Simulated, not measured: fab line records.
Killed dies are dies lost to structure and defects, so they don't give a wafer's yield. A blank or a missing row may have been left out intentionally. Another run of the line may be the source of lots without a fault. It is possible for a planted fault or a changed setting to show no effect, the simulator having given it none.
fab line records | flow sky130
record: lots: 11 | wafers: 33 | last_day: 50
route steps=708 shown METAL2@500 VIA2@523 METAL3@536 CAPM@540 PAD_OPEN@708
lots that met no fault: taken from a fault-free run of the same line
start_h: start of the lot's first displayed wafer, in hours after the record's first day | wait_h: hours since the lot's step before | " as in the row above | L1.1+2: a single row standing in for several wafers | - no value, or no start was given | * or withheld: withheld | < > ~ a bound
route shown NAME@n: names a module that has steps shown in the file, with the first one's number in the route | usual: mean/standard deviation taken from wafers without a fault | same: alike in all rows | chamber/n: place in a boat | sites: per-site readings | _std_site: the standard deviation of these | _edge_site: mean of outer sites minus mean of inner sites | radius_mm: for every site, how far away it sits from the centre of the wafer | mask NAME#n: copy n | behind: the most recent tool/chamber to have shaped the wafer | hold: reason for holding the lot/hours on hold/outcome of the hold | device: whichever transistor did not switch (one of n, p or np) | end of line: tests of these same wafers at the route's end | a step without rows: its recipe alone | killed: dies that structure and defects cost at the first sort, which is not the same as the wafer's yield | map: per-die view of a wafer (x killed, . not killed, _ where there is no die)
set.NAME: the setting as run; set.NAME@STEP: as run at that earlier step | model.NAME: the simulator's own value behind a step, which no gauge read
a sample of lots followed through the steps of the route, with each step as a table and each wafer as a row
services: a tool's chamber out of use, with start hour (start_h, from the record's first day; less than 0 if before it), hours out, and reason
== steps ==
step: SKY_METAL2_DESCUM_17
recipe: chemistry: O2 | source_power_w: 150 | bias_power_w: 0 | pressure_mtorr: 10 | temp_c: 40 | time_s: 8
usual: chamber_pressure_mTorr: 10.000/0.0092 | drypump_motor_current_A: 6.0/0.4 | oes_product_au: 0.998/0.0095
lot.wafer | tool         | chamber | start_h | wait_h | chamber_pressure_mTorr | drypump_motor_current_A | oes_product_au | rf_hours_counter_h
L508.1    | rie_metal-04 | 1       | 835.42  | 0.0    | 10.015                 | 5.7                     | 1.007          | 10
L508.2    | "            | 0       | "       | "      | 10.009                 | 6.5                     | 0.995          | 4
L508.5    | "            | 1       | "       | "      | 9.998                  | 5.8                     | 1.005          | -
L518.2    | rie_metal-04 | 1       | 913.38  | 0.0    | 10.012                 | 5.8                     | 1.017          | 13
L518.4    | "            | 0       | "       | "      | 9.983                  | 6.5                     | 1.000          | -
L518.5    | "            | 1       | "       | "      | 10.015                 | 5.7                     | 1.011          | -
L520.2    | rie_metal-01 | 0       | 934.30  | 0.0    | 9.993                  | 6.4                     | 0.991          | 11
L520.3    | "            | 0       | "       | "      | 10.002                 | 6.4                     | 0.985          | -
L520.6    | "            | 0       | "       | "      | 9.992                  | 6.4                     | 0.994          | -
L521.1    | rie_metal-04 | 1       | 935.75  | 0.0    | 9.998                  | 5.8                     | 1.014          | 14
L521.2    | "            | 0       | "       | "      | 10.000                 | 6.4                     | 1.002          | 9
L521.5    | "            | 1       | "       | "      | 9.992                  | 5.8                     | 1.015          | -
L523.4    | rie_metal-01 | 1       | 950.48  | 0.0    | 9.987                  | 5.4                     | 0.985          | -
L523.5    | "            | 0       | "       | "      | 9.999                  | 6.4                     | 0.993          | -
L523.6    | "            | 1       | "       | "      | 10.028                 | 5.4                     | 0.992          | -
L525.3    | rie_metal-04 | 1       | 955.18  | 0.0    | 10.000                 | 5.7                     | 1.012          | -
L525.4    | "            | 0       | "       | "      | 10.008                 | 6.4                     | 1.002          | -
L525.5    | "            | 1       | "       | "      | 9.997                  | 5.7                     | 1.009          | -
L526.2    | rie_metal-02 | 0       | 968.93  | 0.0    | 9.986                  | 6.3                     | 0.990          | 9
L526.4    | "            | 0       | "       | "      | 9.992                  | 6.3                     | 0.997          | -
L526.6    | "            | 0       | "       | "      | 9.978                  | 6.2                     | 1.002          | -
L527.2    | rie_metal-01 | 1       | 973.25  | 0.0    | 10.007                 | 5.4                     | 0.993          | 6
L527.5    | "            | 1       | "       | "      | 10.005                 | 5.4                     | 0.986          | -
L527.6    | "            | 0       | "       | "      | 10.004                 | 6.4                     | 0.993          | -
L528.1    | rie_metal-02 | 1       | 985.62  | 0.0    | 10.011                 | 5.6                     | 1.000          | 8
L528.4    | "            | 0       | "       | "      | 10.012                 | 6.2                     | 0.999          | -
L528.5    | "            | 1       | "       | "      | 9.983                  | 5.6                     | 0.991          | -
L529.3    | rie_metal-01 | 0       | 990.61  | 0.0    | 10.009                 | 6.4                     | 0.984          | -
L529.4    | "            | 1       | "       | "      | 10.013                 | 5.4                     | 0.993          | -
L529.6    | "            | 1       | "       | "      | 10.012                 | 5.4                     | 0.994          | -
L530.1    | rie_metal-02 | 1       | 993.43  | 0.0    | 9.991                  | 5.6                     | 0.993          | 9
L530.4    | "            | 0       | "       | "      | 10.007                 | 6.2                     | 0.999          | -
L530.5    | "            | 0       | "       | "      | 9.997                  | 6.3                     | 0.991          | -
step: SKY_VIA2_STRIP_16
recipe: chemistry: O2/N2 | power_w: 1400 | pressure_mtorr: 1500 | platen_temp_c: withheld | o2_flow_sccm: 3000 | n2_flow_sccm: 300 | overash_fraction: 0.5
usual: chamber_pressure_mTorr: 1499.9/1.4 | drypump_motor_current_A: 5.59/0.28 | oes_product_au: 0.399/0.0047 | strip_time_to_endpoint_s: 4.053/0.021
lot.wafer | tool            | chamber | start_h | wait_h | chamber_pressure_mTorr | drypump_motor_current_A | oes_product_au | rf_hours_counter_h | strip_time_to_endpoint_s
L508.1    | plasma_asher-01 | 1       | 862.69  | 0.0    | 1500.1                 | 5.74                    | 0.397          | 74                 | 4.050
L508.2    | "               | 0       | "       | "      | 1502.3                 | 5.49                    | 0.398          | 74                 | 4.050
L508.5    | "               | 0       | "       | "      | 1499.9                 | 5.47                    | 0.403          | -                  | 4.042
L518.2    | plasma_asher-02 | 1       | 939.69  | 0.0    | 1500.5                 | 5.92                    | 0.397          | 19                 | 4.069
L518.4    | "               | 0       | "       | "      | 1499.8                 | 5.20                    | 0.399          | -                  | 4.075
L518.5    | "               | 0       | "       | "      | 1499.5                 | 5.20                    | 0.404          | -                  | 4.055
L520.2    | plasma_asher-01 | 1       | 960.38  | 0.0    | 1498.4                 | 5.74                    | 0.400          | 83                 | 4.079
L520.3    | "               | 0       | "       | "      | 1502.7                 | 5.48                    | 0.403          | -                  | 4.065
L520.6    | "               | 0       | "       | "      | 1501.3                 | 5.50                    | 0.395          | -                  | 4.059
L521.1    | plasma_asher-01 | 0       | 961.89  | 0.0    | 1502.0                 | 5.48                    | 0.390          | 83                 | 4.026
L521.2    | "               | 1       | "       | "      | 1499.5                 | 5.76                    | 0.395          | 83                 | 4.034
L521.5    | "               | 1       | "       | "      | 1501.0                 | 5.78                    | 0.397          | -                  | 4.065
L523.4    | plasma_asher-01 | 0       | 976.32  | 0.0    | 1500.0                 | 5.48                    | 0.399          | -                  | 4.071
L523.5    | "               | 1       | "       | "      | 1498.8                 | 5.75                    | 0.402          | -                  | 4.060
L523.6    | "               | 0       | "       | "      | 1500.7                 | 5.49                    | 0.405          | -                  | 4.077
L525.3    | plasma_asher-04 | 0       | 981.37  | 0.1    | 1500.1                 | 5.33                    | 0.400          | -                  | 4.036
L525.4    | "               | 1       | "       | "      | 1499.6                 | 5.88                    | 0.399          | -                  | 4.084
L525.5    | "               | 0       | "       | "      | 1501.7                 | 5.34                    | 0.404          | -                  | 4.064
L526.2    | plasma_asher-02 | 1       | 993.24  | 0.0    | 1499.9                 | 5.94                    | 0.403          | 24                 | 4.068
L526.4    | "               | 0       | "       | "      | 1496.9                 | 5.20                    | 0.397          | -                  | 4.049
L526.6    | "               | 0       | "       | "      | 1498.6                 | 5.20                    | 0.397          | -                  | 4.060
L527.2    | plasma_asher-02 | 1       | 998.53  | 0.0    | 1501.5                 | 5.92                    | 0.400          | 25                 | 4.040
L527.5    | "               | 0       | "       | "      | 1501.9                 | 5.22                    | 0.410          | -                  | 4.020
L527.6    | "               | 1       | "       | "      | 1503.3                 | 5.94                    | 0.401          | -                  | 4.047
L528.1    | plasma_asher-02 | 1       | 1010.74 | 0.0    | 1496.6                 | 5.91                    | 0.398          | 26                 | 4.041
L528.4    | "               | 1       | "       | "      | 1498.5                 | 5.89                    | 0.397          | -                  | 4.023
L528.5    | "               | 0       | "       | "      | 1499.1                 | 5.20                    | 0.405          | -                  | 4.015
L529.3    | plasma_asher-04 | 0       | 1015.92 | 0.1    | 1499.2                 | 5.35                    | 0.403          | -                  | 4.055
L529.4    | "               | 1       | "       | "      | 1498.0                 | 5.93                    | 0.399          | -                  | 4.073
L529.6    | "               | 0       | "       | "      | 1501.8                 | 5.36                    | 0.406          | -                  | 4.059
L530.1    | plasma_asher-02 | 1       | 1018.63 | 0.0    | 1499.6                 | 5.92                    | 0.395          | 27                 | 4.027
L530.4    | "               | 1       | "       | "      | 1504.1                 | 5.92                    | 0.395          | -                  | 4.041
L530.5    | "               | 1       | "       | "      | 1501.6                 | 5.95                    | 0.399          | -                  | 4.069
step: SKY_METAL3_SPUTTER_04
recipe: material: TiN | target_thk_nm: 70 | power_w: 6500 | time_s: 58.3 | chamber_pressure_pa: 0.4
usual: cathode_dc_power_W: 6500.0/1.3 | chamber_pressure_pa: 0.4000/0.00085 | throttle_valve_pct: 30.4/0.89
lot.wafer | tool           | chamber | start_h | wait_h | cathode_dc_power_W | chamber_pressure_pa | throttle_valve_pct
L508.1    | pvd_sputter-01 | -       | 864.09  | 0.0    | 6500.4             | 0.3990              | 30.4
L508.2    | "              | -       | "       | "      | 6501.9             | 0.4006              | 29.5
L508.5    | "              | -       | "       | "      | 6499.1             | 0.3986              | 29.5
L518.2    | pvd_sputter-01 | -       | 941.06  | 0.0    | 6498.3             | 0.4487              | 29.8
L518.4    | "              | -       | "       | "      | 6502.3             | 0.3998              | 29.5
L518.5    | "              | -       | "       | "      | 6498.4             | 0.4009              | 30.1
L520.2    | pvd_sputter-02 | -       | 961.79  | 0.0    | 6498.3             | 0.4008              | 31.0
L520.3    | "              | -       | "       | "      | 6501.7             | 0.4006              | 29.7
L520.6    | "              | -       | "       | "      | 6500.7             | 0.4000              | 29.5
L521.1    | pvd_sputter-02 | -       | 963.26  | 0.0    | 6500.4             | 0.4004              | 30.0
L521.2    | "              | -       | "       | "      | 6498.4             | 0.4024              | 31.0
L521.5    | "              | -       | "       | "      | 6501.1             | 0.3999              | 31.2
L523.4    | pvd_sputter-02 | -       | 977.65  | 0.0    | 6499.5             | 0.3991              | 30.0
L523.5    | "              | -       | "       | "      | 6500.6             | 0.4011              | 29.7
L523.6    | "              | -       | "       | "      | 6500.4             | 0.4003              | 31.4
L525.3    | pvd_sputter-04 | -       | 982.70  | 0.0    | 6499.2             | 0.4003              | 30.8
L525.4    | "              | -       | "       | "      | 6497.4             | 0.3993              | 31.6
L525.5    | "              | -       | "       | "      | 6499.6             | 0.4003              | 30.7
L526.2    | pvd_sputter-02 | -       | 994.62  | 0.0    | 6499.3             | 0.3999              | 29.5
L526.4    | "              | -       | "       | "      | 6499.9             | 0.3993              | 30.2
L526.6    | "              | -       | "       | "      | 6498.3             | 0.4007              | 31.3
L527.2    | pvd_sputter-04 | -       | 999.94  | 0.0    | 6501.9             | 0.4011              | 28.2
L527.5    | "              | -       | "       | "      | 6500.2             | 0.4003              | 28.0
L527.6    | "              | -       | "       | "      | 6500.7             | 0.3988              | 31.3
L528.1    | pvd_sputter-01 | -       | 1012.11 | 0.0    | 6500.8             | 0.4000              | 31.6
L528.4    | "              | -       | "       | "      | 6499.9             | 0.3997              | 30.3
L528.5    | "              | -       | "       | "      | 6501.0             | 0.3999              | 30.3
L529.3    | pvd_sputter-04 | -       | 1017.38 | 0.0    | 6499.9             | 0.3999              | 28.4
L529.4    | "              | -       | "       | "      | 6499.6             | 0.4005              | 31.4
L529.6    | "              | -       | "       | "      | 6498.4             | 0.4003              | 30.5
L530.1    | pvd_sputter-02 | -       | 1020.01 | 0.0    | 6500.7             | 0.4012              | 30.1
L530.4    | "              | -       | "       | "      | 6499.3             | 0.3999              | 30.6
L530.5    | "              | -       | "       | "      | 6498.1             | 0.4004              | 29.8
step: SKY_CAPM_RS_MEAS_03
recipe: thk_meas_gauge: four-point-probe | reads: TiN_of_CAPM_SPUTTER_02
usual: CAPM_TIN_RS: 6.92/0.077
lot.wafer | tool          | chamber | start_h | wait_h | CAPM_TIN_RS[ohm/sq]
L508.1    | film_metro-01 | -       | 864.33  | 0.1    | 6.86
L508.2    | "             | -       | "       | "      | 6.88
L508.5    | "             | -       | "       | "      | 6.88
L518.2    | film_metro-01 | -       | 941.32  | 0.1    | 6.82
L518.4    | "             | -       | "       | "      | 6.82
L518.5    | "             | -       | "       | "      | 6.78
L520.2    | film_metro-02 | -       | 962.05  | 0.1    | 6.84
L520.3    | "             | -       | "       | "      | 6.87
L520.6    | "             | -       | "       | "      | 6.86
L521.1    | film_metro-03 | -       | 963.50  | 0.1    | 7.01
L521.2    | "             | -       | "       | "      | 7.03
L521.5    | "             | -       | "       | "      | 7.00
L523.4    | film_metro-01 | -       | 977.95  | 0.1    | 6.99
L523.5    | "             | -       | "       | "      | 6.93
L523.6    | "             | -       | "       | "      | 6.94
L525.3    | film_metro-02 | -       | 982.98  | 0.1    | 6.97
L525.4    | "             | -       | "       | "      | 6.90
L525.5    | "             | -       | "       | "      | 6.89
L526.2    | film_metro-01 | -       | 994.88  | 0.1    | 7.05
L526.4    | "             | -       | "       | "      | 7.02
L526.6    | "             | -       | "       | "      | 7.06
L527.2    | film_metro-01 | -       | 1000.21 | 0.1    | 6.91
L527.5    | "             | -       | "       | "      | 6.89
L527.6    | "             | -       | "       | "      | 6.94
L528.1    | film_metro-02 | -       | 1012.35 | 0.1    | 6.92
L528.4    | "             | -       | "       | "      | 6.91
L528.5    | "             | -       | "       | "      | 6.87
L529.3    | film_metro-03 | -       | 1017.66 | 0.1    | 6.81
L529.4    | "             | -       | "       | "      | 6.79
L529.6    | "             | -       | "       | "      | 6.86
L530.1    | film_metro-01 | -       | 1020.25 | 0.1    | 6.98
L530.4    | "             | -       | "       | "      | 6.95
L530.5    | "             | -       | "       | "      | 6.99
step: SKY_PAD_OPEN_PROBE_99
usual: defect_limited_yield: 82.6/1.7 | killed_at_M0_to_M3: 43/6.5 | killed_at_M4_up: 3.2/1.9 | killed_at_contacts: 25/5.5 | killed_at_front_end: 14/4.2 | killed_at_other: 0.2/0.44 | killed_dies: 85/8.5 | killed_open: 47/7 | killed_short: 39/6.3 | sort_bin_3_pad_short: 0.9/0.46 | sort_bin_5_function: 10.3/1.4 | sort_bin_6_memory: 6.2/1.2 | sort_n_pass: 407/8.5 | sort_yield_pct: 82.6/1.7
same: gross_dies: 492 | killed_at_back_side: 0 | sort_bin_4_leakage[%]: 0 | sort_bin_8_speed[%]: 0
lot.wafer | tool      | chamber | start_h | wait_h | defect_limited_yield[%] | killed_at_M0_to_M3 | killed_at_M4_up | killed_at_contacts | killed_at_front_end | killed_at_other | killed_dies | killed_open | killed_short | sort_bin_3_pad_short[%] | sort_bin_5_function[%] | sort_bin_6_memory[%] | sort_n_pass | sort_yield_pct[%]
L520.2    | prober-01 | -       | 1165.53 | 0.1    | 83.5                    | 43                 | 2               | 27                 | 9                   | 0               | 81          | 47          | 34           | 0.6                     | 10.8                   | 5.1                  | 411         | 83.5
L520.3    | prober-01 | -       | 1165.58 | 0.2    | 82.7                    | 43                 | 4               | 22                 | 16                  | 0               | 85          | 49          | 36           | 0.8                     | 8.7                    | 7.7                  | 407         | 82.7
L520.6    | prober-01 | -       | 1165.73 | 0.2    | 82.7                    | 54                 | 2               | 18                 | 11                  | 0               | 85          | 44          | 41           | 0.8                     | 11.0                   | 5.5                  | 407         | 82.7
L525.3    | prober-02 | -       | 1181.99 | 0.2    | 85.2                    | 40                 | 1               | 25                 | 7                   | 0               | 73          | 41          | 32           | 0.8                     | 8.9                    | 5.1                  | 419         | 85.2
L525.4    | prober-02 | -       | 1182.04 | 0.2    | 84.3                    | 34                 | 4               | 28                 | 11                  | 0               | 77          | 43          | 34           | 0.4                     | 8.1                    | 7.1                  | 415         | 84.3
L525.5    | prober-02 | -       | 1182.09 | 0.2    | 82.5                    | 46                 | 3               | 24                 | 13                  | 0               | 86          | 49          | 37           | 0                       | 11.2                   | 6.3                  | 406         | 82.5
L526.2    | prober-01 | -       | 1189.85 | 0.1    | 81.7                    | 45                 | 7               | 25                 | 13                  | 0               | 90          | 39          | 51           | 1.0                     | 8.5                    | 8.7                  | 402         | 81.7
L526.4    | prober-01 | -       | 1189.95 | 0.2    | 80.7                    | 52                 | 3               | 25                 | 14                  | 1               | 95          | 55          | 40           | 0.4                     | 13.6                   | 5.3                  | 397         | 80.7
L526.6    | prober-01 | -       | 1190.05 | 0.2    | 82.3                    | 43                 | 2               | 33                 | 9                   | 0               | 87          | 59          | 28           | 0.4                     | 9.1                    | 8.1                  | 405         | 82.3
L527.2    | prober-02 | -       | 1193.15 | 0.1    | 82.7                    | 39                 | 6               | 21                 | 19                  | 0               | 85          | 45          | 40           | 0.6                     | 11.8                   | 4.9                  | 407         | 82.7
L527.5    | prober-02 | -       | 1193.30 | 0.2    | 82.5                    | 31                 | 2               | 29                 | 24                  | 0               | 86          | 49          | 37           | 0.6                     | 10.0                   | 6.9                  | 406         | 82.5
L527.6    | prober-02 | -       | 1193.35 | 0.2    | 83.9                    | 41                 | 1               | 24                 | 13                  | 0               | 79          | 40          | 39           | 0.4                     | 8.7                    | 6.9                  | 413         | 83.9
L530.1    | prober-01 | -       | 1206.24 | 0.1    | 81.3                    | 54                 | 4               | 24                 | 10                  | 0               | 92          | 53          | 39           | 1.6                     | 12.6                   | 4.5                  | 400         | 81.3
L530.4    | prober-01 | -       | 1206.39 | 0.2    | 87.0                    | 31                 | 2               | 17                 | 14                  | 0               | 64          | 33          | 31           | 1.6                     | 7.7                    | 3.7                  | 428         | 87.0
L530.5    | prober-01 | -       | 1206.44 | 0.2    | 81.5                    | 44                 | 5               | 28                 | 14                  | 0               | 91          | 52          | 39           | 1.6                     | 9.8                    | 7.1                  | 401         | 81.5
killed by level:class
L520.2 CONTACT:geometric_particle:open=10 VIA3:geometric_particle:open=9 CONTACT:geometric_particle:short=8 VIA1:geometric_particle:open=8 VIA2:geometric_particle:open=6 LOCAL_INTERCONNECT:geometric_particle:short=4 VIA1:geometric_particle:short=4 METAL1:geometric_particle:open=4
L520.3 VIA1:geometric_particle:open=16 VIA2:geometric_particle:open=9 CONTACT:geometric_particle:open=7 FIELD_ISO:geometric_particle:short=5 LI_CONTACT:geometric_particle:open=5 CONTACT:geometric_particle:short=5 METAL1:geometric_particle:short=5 METAL2:geometric_particle:short=4
L520.6 VIA1:geometric_particle:open=14 VIA2:geometric_particle:open=9 VIA1:geometric_particle:short=8 CONTACT:geometric_particle:short=7 METAL1:geometric_particle:short=5 METAL2:geometric_particle:short=5 FIELD_ISO:geometric_particle:open=4 CONTACT:geometric_particle:open=4
L525.3 VIA1:geometric_particle:open=11 CONTACT:geometric_particle:open=9 LI_CONTACT:geometric_particle:open=7 VIA1:geometric_particle:short=5 METAL1:geometric_particle:short=4 METAL2:geometric_particle:short=4 VIA2:geometric_particle:open=4 VIA3:geometric_particle:short=4
L525.4 CONTACT:geometric_particle:open=11 VIA2:geometric_particle:open=8 CONTACT:geometric_particle:short=7 VIA1:geometric_particle:open=7 METAL2:geometric_particle:short=7 VIA3:geometric_particle:open=6 LOCAL_INTERCONNECT:geometric_particle:short=4 FIELD_ISO:geometric_particle:open=3
L525.5 VIA1:geometric_particle:open=10 CONTACT:geometric_particle:open=9 VIA3:geometric_particle:open=7 VIA2:geometric_particle:open=7 POLY_GATE:geometric_particle:short=5 LI_CONTACT:geometric_particle:open=5 METAL1:geometric_particle:short=5 VIA1:geometric_particle:short=5
L526.2 VIA1:geometric_particle:open=10 METAL2:geometric_particle:short=8 METAL1:geometric_particle:short=7 METAL4:geometric_particle:short=7 CONTACT:geometric_particle:short=6 LI_CONTACT:geometric_particle:open=5 CONTACT:geometric_particle:open=5 VIA2:geometric_particle:open=5
L526.4 VIA1:geometric_particle:open=14 CONTACT:geometric_particle:open=9 CONTACT:geometric_particle:short=9 VIA2:geometric_particle:open=7 VIA1:geometric_particle:short=6 METAL1:geometric_particle:open=4 METAL1:geometric_particle:short=4 METAL2:geometric_particle:short=4
L526.6 CONTACT:geometric_particle:open=17 VIA2:geometric_particle:open=10 VIA1:geometric_particle:open=10 VIA3:geometric_particle:open=8 CONTACT:geometric_particle:short=5 LI_CONTACT:geometric_particle:open=5 VIA3:geometric_particle:short=5 FIELD_ISO:geometric_particle:open=4
L527.2 VIA1:geometric_particle:open=10 FIELD_ISO:geometric_particle:open=8 LI_CONTACT:geometric_particle:open=7 CONTACT:geometric_particle:open=7 METAL1:geometric_particle:short=5 VIA1:geometric_particle:short=5 METAL2:geometric_particle:short=5 POLY_GATE:geometric_particle:open=4
L527.5 CONTACT:geometric_particle:open=11 VIA1:geometric_particle:open=9 POLY_GATE:geometric_particle:open=8 CONTACT:geometric_particle:short=8 METAL2:geometric_particle:short=7 VIA2:geometric_particle:open=7 POLY_GATE:geometric_particle:short=6 LI_CONTACT:geometric_particle:open=6
L527.6 VIA1:geometric_particle:open=11 VIA2:geometric_particle:open=7 CONTACT:geometric_particle:short=7 CONTACT:geometric_particle:open=7 POLY_GATE:geometric_particle:short=6 LI_CONTACT:geometric_particle:open=5 METAL2:geometric_particle:short=5 VIA1:geometric_particle:short=4
L530.1 VIA3:geometric_particle:open=11 CONTACT:geometric_particle:open=10 VIA1:geometric_particle:open=8 VIA2:geometric_particle:open=6 METAL1:geometric_particle:short=6 LI_CONTACT:geometric_particle:open=5 METAL1:geometric_particle:open=5 VIA2:geometric_particle:short=5
L530.4 VIA1:geometric_particle:open=9 LI_CONTACT:geometric_particle:open=6 LOCAL_INTERCONNECT:geometric_particle:short=5 POLY_GATE:geometric_particle:open=4 METAL2:geometric_particle:short=4 VIA3:geometric_particle:open=3 METAL1:geometric_particle:short=3 METAL3:geometric_particle:short=3
L530.5 VIA3:geometric_particle:open=12 CONTACT:geometric_particle:open=8 LI_CONTACT:geometric_particle:open=8 METAL2:geometric_particle:short=7 LOCAL_INTERCONNECT:geometric_particle:short=6 POLY_GATE:geometric_particle:open=4 METAL1:geometric_particle:open=4 CONTACT:geometric_particle:short=4
== services ==
tool            | chamber | start_h | hours | kind
rie_metal-01    | 0       | 818.11  | 8.5   | repair
plasma_asher-02 | -       | 823.45  | 1.0   | repair
plasma_asher-01 | -       | 851.04  | 1.6   | repair
plasma_asher-02 | -       | 858.89  | 6.4   | repair
plasma_asher-04 | -       | 866.52  | 2.8   | pm
pvd_sputter-04  | -       | 873.00  | 7.7   | repair
rie_metal-01    | -       | 875.60  | 3.3   | repair
plasma_asher-01 | -       | 905.07  | 11.0  | repair
plasma_asher-04 | -       | 956.04  | 5.2   | repair
rie_metal-04    | -       | 960.24  | 2.8   | pm
plasma_asher-01 | -       | 977.57  | 0.7   | repair
plasma_asher-01 | -       | 987.59  | 0.6   | repair
rie_metal-01    | 0       | 994.28  | 6.7   | repair
== key ==
first_sign: step: SKY_METAL3_SPUTTER_04 | reading: chamber_pressure_pa | direction: up | sigmas: 57 | usual: 0.4000 | struck: 0.4487
effect none on later readings
met_at SKY_METAL3_SPUTTER_04
struck_lots L518
struck_wafers L518.2
not_acting_at SKY_METAL2_DESCUM_17,SKY_VIA2_STRIP_16,SKY_CAPM_RS_MEAS_03
fault: kind: process_parameter_drift | tool: pvd_sputter-01 | chamber: - | onset_h: 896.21 | steps: SKY_METAL3_SPUTTER_04 | channel: chamber_pressure_pa | offset: 0.048335 | shape: step | end_h: 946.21 | acts_in: these_recipes_only | stated: 0.4 | scope: struck_wafers_only
